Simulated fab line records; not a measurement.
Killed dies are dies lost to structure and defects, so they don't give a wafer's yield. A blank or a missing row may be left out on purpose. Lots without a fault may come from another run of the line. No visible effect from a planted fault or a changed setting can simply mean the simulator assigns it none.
Struck lot and sound lot, side by side / flow sfq line / 15 out of 325 route steps
Sound: these wafers, L772.2, L772.3, L772.5. Struck: wafer L789.4 (left out: L789.3, L789.6 of the same lot, which were not struck); the cause appears at the end.
Order at every step that has rows: each side's tool, ch and its chambers, its first start. Under that, the readings that differ: sound wafers / struck wafers / difference of the means / sigmas: that difference in standard deviations of wafers without a fault.
alike: readings with means less than 2 such deviations apart, plus words and numbers identical on both sides. not compared: withheld readings, readings lacking a value on some wafer, bounds such as >300 that could conceal the same value, and numbers that have no deviation in the record and whose values overlap.
The two part at a step that has a row with sigmas, a row that says differs or no value, or rows on one side only. Numbers that have no deviation but don't overlap get no sigmas and don't part them. A reading missing from all wafers of one side parts the sides only when that side holds two or more wafers.

SFQ_I5_OVL_MEAS_936:
  sound on overlay-02, day 55 21:40; struck on overlay-01, day 74 17:22
  alike: I5_OVL
SFQ_TRILAYER_I5_BARC_OPEN_VIA_ETCH_200: etches BARC in O2, target depth 125 nm, time 41.7 s.
  sound on rie diel-03 ch 0,3, day 55 21:41; struck on rie diel-01 ch 0, day 74 17:23
  alike: drypump motor current A, oes product au
  not compared: rf hours counter h
SFQ_TRILAYER_I5_ETCH_VIA_ETCH_147: etches the open film in CHF3, stops on Nb, target depth 360 nm.
  sound on rie diel-03 ch 0,3, day 55 21:44; struck on rie diel-01 ch 0, day 74 17:25
  alike: drypump motor current A, oes product au
SFQ_TRILAYER_I5_STRIP_STRIP_148: strips in O2.
  sound on rie metal-03 ch 0,1, day 55 21:53; struck on rie metal-04 ch 1, day 74 17:46
  alike: drypump motor current A, oes product au
  not compared: rf hours counter h
then, 7 steps without rows for these wafers: SFQ_TRILAYER_I5_STRIP_SOLV_CLEAN_149 (cleans in NMP, time 600 s); SFQ_TRILAYER_C5_LITHO_COAT_156 (resist thk 62 nm); SFQ_TRILAYER_C5_LITHO_COAT_151 (resist thk 650 nm); SFQ_TRILAYER_C5_LITHO_SOFTBAKE_155; SFQ_TRILAYER_C5_LITHO_EXPOSE_152 (exposes mask C5, target cd 500 nm); SFQ_TRILAYER_C5_LITHO_PEB_154 (peb time 60 s); SFQ_TRILAYER_C5_LITHO_DEVELOP_153 (time 60 s).
-- the record jumps here: 4 days lie between the struck wafers' starts before and after --
SFQ_C5_OVL_MEAS_937:
  sound on overlay-02, day 62 03:35; struck on overlay-01, day 79 01:34
  alike: C5_OVL
SFQ_TRILAYER_C5_BARC_OPEN_VIA_ETCH_210: etches BARC in O2, target depth 125 nm, time 41.7 s.
  sound on rie diel-04 ch 0,1,2, day 62 03:37; struck on rie diel-04 ch 0, day 79 01:35
reading=model.KrF_of_TRILAYER_C5_LITHO_COAT_151.thk nm (nm); sound=577 579.1 578; struck=585.1; difference=+7.1; sigmas=
  alike: drypump motor current A, oes product au
  not compared: rf hours counter h
SFQ_TRILAYER_C5_ETCH_VIA_ETCH_154: etches SiO2 in CHF3, stops on Nb, target depth 84 nm.
  sound on rie diel-04 ch 0,1,2, day 62 03:39; struck on rie diel-04 ch 0, day 79 01:37
reading=model.KrF_of_TRILAYER_C5_LITHO_COAT_151.thk nm (nm); sound=562.5 564.9 563.5; struck=570.9; difference=+7.3; sigmas=
  alike: drypump motor current A, oes product au
SFQ_TRILAYER_C5_STRIP_STRIP_155: strips in O2.
  sound on rie metal-01 ch 0, day 62 03:54; struck on rie metal-04 ch 1, day 79 01:52
  alike: drypump motor current A, oes product au
  not compared: rf hours counter h

WHERE THEY PART
Nowhere in this record.

WHY: what had been put in by the simulator
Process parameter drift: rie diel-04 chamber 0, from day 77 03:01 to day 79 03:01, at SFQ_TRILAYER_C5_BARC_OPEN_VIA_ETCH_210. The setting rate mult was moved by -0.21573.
